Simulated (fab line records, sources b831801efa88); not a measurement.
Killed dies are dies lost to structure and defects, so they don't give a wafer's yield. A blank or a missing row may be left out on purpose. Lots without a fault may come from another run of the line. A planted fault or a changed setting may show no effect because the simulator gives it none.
Chamber matching | flow gf180mcu | GF_CONTACT_CMP_04 on cmp-02: 4 sister chambers
The step polishes SiO2. 8 wafers are shown with their chamber, then 9 later ones without.

WAFERS WITH THEIR CHAMBER
wafer  | chamber | motor_current_A (A) | time_to_endpoint_s (s)
L409.4 | 2       | 12.0                | 122
L411.5 | 2       | 12.4                | 121
L414.5 | 1       | 10.8                | 119
L417.4 | 0       | 13.3                | 113
L417.5 | 3       | 12.8                | 108
L417.6 | 0       | 12.8                | 111
L426.3 | 1       | 10.6                | 109
L426.6 | 3       | 13.0                | 107

WAFERS WITHOUT THEIR CHAMBER
wafer  | motor_current_A (A) | time_to_endpoint_s (s)
L428.2 | 13.2                | 102
L428.3 | 12.4                | 118
L428.6 | 11.0                | 114
L429.3 | 10.7                | 108
L429.5 | 13.2                | 106
L429.6 | 13.4                | 123
L430.3 | 12.2                | 115
L430.5 | 13.1                | 109
L430.6 | 11.3                | 117

WHICH CHAMBER EACH WENT THROUGH
wafer  | from the rows above          | in truth
L428.2 | can't be placed: 3 or 0      | 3
L428.3 | can't be placed: 2 or 0      | 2
L428.6 | 1                            | 1
L429.3 | 1                            | 1
L429.5 | can't be placed: 3 or 0      | 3
L429.6 | can't be placed: 0 or 3 or 2 | 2
L430.3 | can't be placed: 2 or 3 or 0 | 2
L430.5 | can't be placed: 0 or 3      | 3
L430.6 | can't be placed: 1 or 2      | 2
Placed correctly: 2 of 9. Can't be placed from these rows: 7 (the true chamber is among the candidates in 7). Placed wrongly: 0.
How it was worked out, from the rows above alone: a wafer's distance from a chamber is the root of the sum, over the readings, of the square of ((its reading less the chamber's mean) divided by the reading's scatter). The wafer belongs to the nearest chamber; if the next one is less than 2 further off, it can't be placed. A chamber's mean is the mean of its shown wafers. The scatter: the root of (the sum of the squares of (reading less its chamber's mean) over the shown wafers, divided by (wafers less chambers)).
